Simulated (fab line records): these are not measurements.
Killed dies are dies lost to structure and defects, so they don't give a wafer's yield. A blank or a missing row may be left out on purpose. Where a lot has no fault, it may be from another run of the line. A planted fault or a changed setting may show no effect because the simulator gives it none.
fab line records	flow sky130
record: lots: 6	wafers: 17	lastDay: 50
route steps=708 shown METAL4@598 CAP2M@603
lots that met no fault: taken from a fault-free run of the same line
startH: hours from the record's first day to the start of the lot's first wafer shown	waitH: how many hours have passed since the lot's step before this one	" the same as in the row above	L1.1+2: a row that stands for several wafers	- value missing, or start not given	* or withheld: withheld	< > ~ a bound
route shown NAME@n: a module of which the file shows steps, and the number in the route of the first	usual: mean/standard deviation taken from wafers without a fault	same: alike in all rows	chamber/n: place in a boat	sites: per-site readings	_std_site: the standard deviation of these	_edge_site: mean of outer sites minus mean of inner sites	radiusMm: how far each site lies from the wafer's centre	mask NAME#n: copy n	behind: the most recent tool/chamber to have shaped the wafer	hold: reason for holding the lot/hours on hold/outcome of the hold	device: the transistor (n, p or np) that didn't switch	end of line: the route-end tests of the same wafers	step lacking rows: just its recipe	killed: the dies lost at the first sort to structure and to defects; this is not the yield of the wafer	map: a wafer's dies, x killed, . not, _ none there
set.NAME: the setting as run; set.NAME@STEP: as run at that earlier step	model.NAME: the simulator's own value behind a step, which no gauge read
lots at some steps of the route; a table a step, a row a wafer
services: a tool's chamber out of use, with start hour (startH, from the record's first day; less than 0 if before it), hours out, and reason
== steps ==
step: SKY_METAL4_SPUTTER_00
recipe: material: Ti	targetThkNm: 15	powerW: 3000	timeS: 10	chamberPressurePa: 0.4
usual: throttleValvePct: 30.0/0.65
lot.wafer	tool	chamber	startH	waitH	throttleValvePct
L204.2	pvdSputter-02	-	932.85	0.1	30.8
L204.4	"	-	"	"	30.1
L204.5	"	-	"	"	30.5
L209.1	pvdSputter-04	-	971.25	0.2	31.3
L209.4	"	-	"	"	28.8
L209.6	"	-	"	"	29.4
L211.1	pvdSputter-03	-	980.20	0.1	30.5
L211.4	"	-	"	"	29.4
L211.6	"	-	"	"	30.9
L221.1	pvdSputter-02	-	1068.45	0.1	30.3
L221.6	"	-	"	"	30.3
L224.2	pvdSputter-02	-	1071.17	0.1	30.2
L224.3	"	-	"	"	30.0
L224.6	"	-	"	"	30.4
L225.1	pvdSputter-04	-	1080.65	0.1	29.6
L225.3	"	-	"	"	29.4
L225.6	"	-	"	"	29.5
step: SKY_METAL4_SPUTTER_01
recipe: material: TiN	targetThkNm: 20	powerW: 6500	timeS: 16.7	chamberPressurePa: 0.4
usual: throttleValvePct: 30.0/0.62
lot.wafer	tool	chamber	startH	waitH	throttleValvePct
L204.2	pvdSputter-02	-	932.87	0.0	30.4
L204.4	"	-	"	"	30.5
L204.5	"	-	"	"	30.3
L209.1	pvdSputter-04	-	971.27	0.0	31.0
L209.4	"	-	"	"	29.2
L209.6	"	-	"	"	29.6
L211.1	pvdSputter-03	-	980.23	0.0	30.3
L211.4	"	-	"	"	29.6
L211.6	"	-	"	"	30.8
L221.1	pvdSputter-02	-	1068.48	0.0	30.5
L221.6	"	-	"	"	30.5
L224.2	pvdSputter-02	-	1071.19	0.0	30.3
L224.3	"	-	"	"	30.2
L224.6	"	-	"	"	30.2
L225.1	pvdSputter-04	-	1080.68	0.0	29.7
L225.3	"	-	"	"	29.5
L225.6	"	-	"	"	29.8
step: SKY_METAL4_SPUTTER_02
recipe: material: AlCu	targetThkNm: 735	powerW: 10600	timeS: 39.1	chamberPressurePa: 0.4
usual: throttleValvePct: 30.0/0.64
lot.wafer	tool	chamber	startH	waitH	throttleValvePct
L204.2	pvdSputter-02	-	932.89	0.0	30.7
L204.4	"	-	"	"	30.3
L204.5	"	-	"	"	30.5
L209.1	pvdSputter-04	-	971.30	0.0	31.2
L209.4	"	-	"	"	29.1
L209.6	"	-	"	"	29.4
L211.1	pvdSputter-03	-	980.25	0.0	30.3
L211.4	"	-	"	"	29.2
L211.6	"	-	"	"	30.6
L221.1	pvdSputter-02	-	1068.50	0.0	30.1
L221.6	"	-	"	"	30.5
L224.2	pvdSputter-02	-	1071.22	0.0	30.6
L224.3	"	-	"	"	29.8
L224.6	"	-	"	"	30.2
L225.1	pvdSputter-04	-	1080.70	0.0	29.9
L225.3	"	-	"	"	29.5
L225.6	"	-	"	"	29.6
step: SKY_METAL4_SPUTTER_03
recipe: material: Ti	targetThkNm: 5	powerW: 3000	timeS: 3.3	chamberPressurePa: 0.4
step: SKY_METAL4_SPUTTER_04
recipe: material: TiN	targetThkNm: 70	powerW: 6500	timeS: 58.3	chamberPressurePa: 0.4
step: SKY_CAP2M_CVD_00
recipe: material: SiO2	targetThkNm: 15.5	tempC: 400	timeS: withheld	rfW: 450
usual: heaterPowerW: 719/69
lot.wafer	tool	chamber	startH	waitH	heaterPowerW
L204.2	pecvd-04	2	933.00	0.0	717
L204.4	"	0	"	"	579
L204.5	"	2	"	"	723
L209.1	pecvd-03	0	971.41	0.0	772
L209.4	"	2	"	"	761
L209.6	"	1	"	"	661
L211.1	pecvd-03	1	980.36	0.0	685
L211.4	"	2	"	"	794
L211.6	"	1	"	"	678
L221.1	pecvd-01	0	1068.61	0.0	721
L221.6	"	1	"	"	781
L224.2	pecvd-03	0	1071.32	0.0	666
L224.3	"	1	"	"	591
L224.6	"	2	"	"	740
L225.1	pecvd-01	1	1080.81	0.0	749
L225.3	"	0	"	"	771
L225.6	"	1	"	"	736
step: SKY_CAP2M_THK_MEAS_01
recipe: reads: SiO2_of_CAP2M_CVD_00
usual: CAP2M_CVD_00_THK: 15.49/0.23
lot.wafer	tool	chamber	startH	waitH	CAP2M_CVD_00_THK[nm]
L204.2	filmMetro-02	-	933.03	-	15.60
L204.4	"	-	"	"	15.82
L204.5	"	-	"	"	15.87
L209.1	filmMetro-03	-	971.43	-	15.55
L209.4	"	-	"	"	15.85
L209.6	"	-	"	"	16.03
L211.1	filmMetro-04	-	980.38	-	15.54
L211.4	"	-	"	"	15.67
L211.6	"	-	"	"	15.54
L221.1	filmMetro-02	-	1068.63	-	15.33
L221.6	"	-	"	"	15.73
L224.2	filmMetro-02	-	1071.35	-	15.48
L224.3	"	-	"	"	15.09
L224.6	"	-	"	"	15.16
L225.1	filmMetro-04	-	1080.83	-	15.43
L225.3	"	-	"	"	15.41
L225.6	"	-	"	"	15.58
step: SKY_CAP2M_SPUTTER_02
recipe: material: TiN	targetThkNm: 200	tempC: 300	powerW: 6500	timeS: 166.7	chamberPressurePa: 0.4
usual: throttleValvePct: 30.0/0.63
lot.wafer	tool	chamber	startH	waitH	throttleValvePct
L204.2	pvdSputter-01	-	933.08	0.0	29.6
L204.4	"	-	"	"	30.1
L204.5	"	-	"	"	29.8
L209.1	pvdSputter-02	-	971.49	0.1	30.8
L209.4	"	-	"	"	30.5
L209.6	"	-	"	"	29.3
L211.1	pvdSputter-01	-	980.44	0.1	30.1
L211.4	"	-	"	"	30.1
L211.6	"	-	"	"	30.4
L221.1	pvdSputter-01	-	1068.69	0.1	29.6
L221.6	"	-	"	"	29.6
L224.2	pvdSputter-04	-	1071.40	0.0	29.2
L224.3	"	-	"	"	29.7
L224.6	"	-	"	"	29.3
L225.1	pvdSputter-02	-	1080.89	0.1	29.4
L225.3	"	-	"	"	30.5
L225.6	"	-	"	"	30.1
step: SKY_CAP2M_RS_MEAS_03
recipe: thkMeasGauge: four-point-probe	reads: TiN_of_CAP2M_SPUTTER_02
usual: CAP2M_TIN_RS: 6.90/0.083
lot.wafer	tool	chamber	startH	waitH	CAP2M_TIN_RS[ohm/sq]
L204.2	filmMetro-03	-	933.21	0.1	6.86
L204.4	"	-	"	"	6.75
L204.5	"	-	"	"	6.78
L209.1	filmMetro-04	-	971.60	0.1	6.97
L209.4	"	-	"	"	7.01
L209.6	"	-	"	"	6.90
L211.1	filmMetro-03	-	980.55	0.1	7.00
L211.4	"	-	"	"	6.83
L211.6	"	-	"	"	6.80
L221.1	filmMetro-04	-	1068.80	0.1	6.90
L221.6	"	-	"	"	6.90
L224.2	filmMetro-04	-	1071.53	0.1	6.95
L224.3	"	-	"	"	7.01
L224.6	"	-	"	"	6.93
L225.1	filmMetro-04	-	1081.00	0.1	6.68
L225.3	"	-	"	"	6.77
L225.6	"	-	"	"	6.70
step: SKY_CAP2M_THK_MEAS_04
recipe: thkMeasGauge: xrf	reads: TiN_of_CAP2M_SPUTTER_02
usual: CAP2M_TIN_THK: 200.9/2.5
lot.wafer	tool	chamber	startH	waitH	CAP2M_TIN_THK[nm]
L204.2	filmMetro-03	-	933.32	0.1	203.1
L204.4	"	-	"	"	206.0
L204.5	"	-	"	"	205.9
L209.1	filmMetro-04	-	971.72	0.1	198.7
L209.4	"	-	"	"	197.4
L209.6	"	-	"	"	200.2
L211.1	filmMetro-03	-	980.67	0.1	198.6
L211.4	"	-	"	"	202.9
L211.6	"	-	"	"	204.7
L221.1	filmMetro-04	-	1068.92	0.1	201.1
L221.6	"	-	"	"	200.2
L224.2	filmMetro-04	-	1071.64	0.1	199.1
L224.3	"	-	"	"	197.2
L224.6	"	-	"	"	200.0
L225.1	filmMetro-04	-	1081.12	0.1	207.3
L225.3	"	-	"	"	203.4
L225.6	"	-	"	"	205.9
step: SKY_CAP2M_DEHYDRATE_05
recipe: tempC: 200	timeS: 60
step: SKY_CAP2M_HMDS_06
recipe: primeTimeS: 60	primeTempC: 120
step: SKY_CAP2M_COAT_07
recipe: resist: NOVOLAK	spinRpm: 3000	resistThkNm: 1140
lot.wafer	tool	chamber	startH	waitH	model.NOVOLAK_of_CAP2M_COAT_07.thkNm
L204.2	lithoTrack-02	0	945.53	0.1	1137
L204.4	"	0	"	"	1139
L204.5	"	0	"	"	1140
L209.1	lithoTrack-03	0	983.10	0.1	1137
L209.4	"	0	"	"	1132
L209.6	"	0	"	"	1135
L211.1	lithoTrack-01	0	991.54	0.1	1140
L211.4	"	0	"	"	1142
L211.6	"	0	"	"	1144
L221.1	lithoTrack-02	0	1079.06	0.1	1145
L221.6	"	0	"	"	1127
L224.2	lithoTrack-02	0	1081.53	0.1	1142
L224.3	"	0	"	"	1145
L224.6	"	0	"	"	1126
L225.1	lithoTrack-03	0	1090.85	0.1	1134
L225.3	"	0	"	"	1135
L225.6	"	0	"	"	1137
step: SKY_CAP2M_SOFTBAKE_08
recipe: tempC: 90	timeS: 60	resist: NOVOLAK
step: SKY_CAP2M_EXPOSE_09
recipe: maskId: CAP2M	na: 0.6	sourceShape: conventional	sigmaOuter: 0.6	polarization: unpolarized	targetCdNm: 1000	doseMj: 159
step: SKY_CAP2M_PEB_10
recipe: tempC: withheld	timeS: *	resist: NOVOLAK
step: SKY_CAP2M_DEVELOP_11
recipe: resist: NOVOLAK	developer: TMAH	developTimeS: 60	devTempC: 23
step: SKY_CAP2M_OVL_MEAS_12
usual: CAP2M_OVL: 0.0/1.3
lot.wafer	tool	chamber	startH	waitH	CAP2M_OVL[nm]
L204.2	overlay-02	-	957.50	0.1	-2.4
L204.4	"	-	"	"	-2.5
L204.5	"	-	"	"	-1.3
L209.1	overlay-01	-	994.51	0.1	-1.1
L209.4	"	-	"	"	-0.4
L209.6	"	-	"	"	-1.3
L211.1	overlay-01	-	1003.66	0.1	-1.0
L211.4	"	-	"	"	0.8
L211.6	"	-	"	"	-0.3
L221.1	overlay-01	-	1089.10	0.1	-0.2
L221.6	"	-	"	"	-0.4
L224.2	overlay-02	-	1092.61	0.1	1.1
L224.3	"	-	"	"	0.6
L224.6	"	-	"	"	0.9
L225.1	overlay-01	-	1100.99	0.1	0.0
L225.3	"	-	"	"	-0.4
L225.6	"	-	"	"	1.7
step: SKY_CAP2M_METAL_ETCH_13
recipe: targetDepthNm: 220	stopOn: SiO2	chemistry: Cl2/BCl3	target: TiN	pressureMtorr: 10	icpW: 900	biasW: 48.5	Cl2_flow_sccm: 60	bcl3FlowSccm: 30	timeS: 62.9
usual: drypumpMotorCurrentA: 5.7/0.36	oesProductAu: 0.942/0.0074	throttleValvePct: 21.902/0.011
lot.wafer	tool	chamber	startH	waitH	drypumpMotorCurrentA	oesProductAu	rfHoursCounterH	throttleValvePct	model.NOVOLAK_of_CAP2M_COAT_07.thkNm
L204.2	rieMetal-01	0	957.53	0.0	5.3	0.941	3	21.885	988
L204.4	"	0	"	"	5.3	0.958	-	21.899	989.9
L204.5	"	1	"	"	6.0	0.954	-	21.877	995.5
L209.1	rieMetal-02	1	994.54	0.0	5.8	0.937	9	21.908	985
L209.4	"	1	"	"	5.7	0.924	-	21.917	981.3
L209.6	"	0	"	"	6.3	0.944	-	21.910	989.2
L211.1	rieMetal-02	1	1003.69	0.0	5.8	0.938	9	21.902	987
L211.4	"	0	"	"	6.3	0.946	-	21.918	994.6
L211.6	"	1	"	"	5.8	0.954	-	21.890	990.3
L221.1	rieMetal-01	1	1089.14	0.0	6.0	0.942	20	21.896	1002
L221.6	"	1	"	"	6.0	0.947	-	21.881	983.2
L224.2	rieMetal-04	0	1092.64	0.0	5.7	0.943	16	21.916	995.3
L224.3	"	1	"	"	5.2	0.932	-	21.913	999.5
L224.6	"	1	"	"	5.2	0.934	-	21.910	982.1
L225.1	rieMetal-01	0	1101.03	0.0	5.3	0.952	10	21.881	990.7
L225.3	"	1	"	"	6.0	0.947	-	21.884	992.8
L225.6	"	1	"	"	6.0	0.951	-	21.890	994.7
step: SKY_CAP2M_STRIP_14
recipe: chemistry: O2/N2	powerW: 1400	pressureMtorr: 1500	platenTempC: withheld	o2FlowSccm: 3000	n2FlowSccm: 300	overashFraction: 0.5
== services ==
tool	chamber	startH	hours	kind
pecvd-03	-	928.16	15.5	repair
pecvd-03	2	952.26	2.1	scheduledDown
pecvd-01	0	974.87	8.4	repair
rieMetal-04	1	977.30	1.7	repair
rieMetal-02	-	978.75	0.7	repair
pvdSputter-04	-	980.05	17.3	repair
pecvd-04	-	991.86	0.5	repair
pecvd-04	1	999.38	-	clean
pecvd-04	1	999.38	-	consumableReplace:showerhead
pecvd-04	1	999.38	29.0	scheduledDown
pecvd-04	1	999.38	29.0	ventCycle
pecvd-03	2	1013.44	9.0	repair
pecvd-04	-	1016.38	0.7	repair
pecvd-01	1	1019.40	2.1	scheduledDown
pecvd-04	-	1021.32	4.3	pm
pecvd-04	2	1021.59	5.5	scheduledDown
pecvd-03	0	1076.61	2.1	scheduledDown
rieMetal-01	0	1083.61	14.5	repair
pecvd-01	-	1085.72	6.0	pm
pvdSputter-01	-	1086.06	1.0	repair
pvdSputter-04	-	1086.86	5.1	repair
pvdSputter-01	-	1090.18	15.6	repair
pecvd-01	0	1096.15	5.0	scheduledDown
pecvd-04	0	1100.56	10.9	repair
== key ==
firstSign none at tools or gauges
modelEffect: step: SKY_CAP2M_COAT_07	value: NOVOLAK_of_CAP2M_COAT_07.thkNm	without: 1146	struck: 1127
modelEffect: step: SKY_CAP2M_METAL_ETCH_13	value: NOVOLAK_of_CAP2M_COAT_07.thkNm	without: 1002	struck: 982.7
metAt SKY_CAP2M_COAT_07
struckWafers L221.6,L224.6
onsetBetween 945.53 1079.06
fault: kind: processParameterDrift	tool: lithoTrack-02	chamber: -	onsetH: 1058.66	steps: SKY_CAP2M_COAT_07	channel: resistThkNm	offset: -19.279	shape: step	endH: 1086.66	scope: struckWafersOnly	actsIn: theseRecipesOnly	stated: 1140
